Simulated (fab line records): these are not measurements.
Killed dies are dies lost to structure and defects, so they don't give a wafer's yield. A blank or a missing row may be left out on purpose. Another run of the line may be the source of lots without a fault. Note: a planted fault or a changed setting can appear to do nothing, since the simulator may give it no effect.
A struck lot beside a sound one + flow sky130 + 15 steps out of a route of 708
Sound: these wafers, L341.4, L341.5, L341.6. The struck wafers were L342.3, L342.4, L342.5. The cause is given at the end.
At each step with rows: each side's tool, then ch and its chambers, then its first start. Under that, the readings that differ: sound wafers + struck wafers + difference of the means + sigmas: that difference in standard deviations of wafers without a fault.
alike: same words and numbers on both sides, and readings whose means sit less than 2 such deviations apart. not compared: any withheld reading, any reading some wafer has no value for, any bound like >300 that may hide the same value, and any number with overlapping values for which the record gives no deviation.
The two part at a step that has a row with sigmas, a row that says differs or no value, or rows on one side only. Numbers that have no deviation but don't overlap get no sigmas and don't part them. A reading missing from all wafers of one side parts the sides only when that side holds two or more wafers.

SKY_RES_XHIGH_TW_MEAS_09:
  sound on film metro-03, day 28 14:08; struck on film metro-03, day 29 11:20
  alike: RES_XHIGH_TW
then, 7 steps without rows for these wafers: SKY_SD_N_DEHYDRATE_00 (time 60 s); SKY_SD_N_HMDS_01 (prime time 60 s); SKY_SD_N_COAT_02 (resist thk 1140 nm); SKY_SD_N_SOFTBAKE_03 (time 60 s); SKY_SD_N_EXPOSE_04 (exposes mask NSDM, target cd 380 nm); SKY_SD_N_PEB_05; SKY_SD_N_DEVELOP_06 (develop time 60 s).
SKY_SD_N_CD_MEAS_07: the cd target is 380 nm.
  sound on cd sem-02, day 29 18:54; struck on cd sem-02, day 30 15:05
  alike: cd nm
SKY_SD_N_OVL_MEAS_08:
  sound on overlay-02, day 29 18:59; struck on overlay-01, day 30 15:10
  alike: SD_N_OVL
then, 2 steps without rows for these wafers: SKY_SD_N_IMPLANT_09; SKY_SD_N_IMPLANT_10.
SKY_SD_N_STRIP_11: strips in O2/N2.
  sound on plasma asher-01 ch 0,1, day 29 19:20; struck on plasma asher-01 ch 0,1, day 30 15:32
| reading                      | sound             | struck            | difference | sigmas |
|------------------------------|-------------------|-------------------|------------|--------|
| o2 flow sccm (sccm)          | 2989 3001 2982    | 2403 2395 2388    | -595       | -62    |
| strip time to endpoint s (s) | 22.57 22.57 22.52 | 22.97 22.98 22.94 | +0.41      | +11    |
  alike: drypump motor current A, oes product au
  not compared: rf hours counter h
SKY_SD_N_TW_MEAS_12:
  sound on film metro-03, day 29 19:26; struck on film metro-02, day 30 15:37
  alike: SD_N_TW
-- record jumps: 17 days separate the struck wafers' starts on either side; left off in module SD_N, taken up again in module PAD_OPEN, whose first shown step is the route's number 708 --
SKY_PAD_OPEN_PROBE_99:
  sound on prober-01, day 47 14:58; struck on prober-01, day 48 01:26
  alike: killed_at_M0_to_M3, killed_at_M4_up, killed at contacts, killed at front end, killed at other, killed dies, killed open, killed short

== WHERE THEY PART ==
Within this record, at SKY_SD_N_STRIP_11 only. Later steps at which nothing parts them and some readings are alike: SKY_SD_N_TW_MEAS_12, SKY_PAD_OPEN_PROBE_99.

WHY: whatever the simulator had introduced
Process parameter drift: plasma asher-01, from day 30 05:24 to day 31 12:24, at SKY_SD_N_STRIP_11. The setting o2 flow sccm was moved by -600, starting from 3000. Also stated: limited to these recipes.
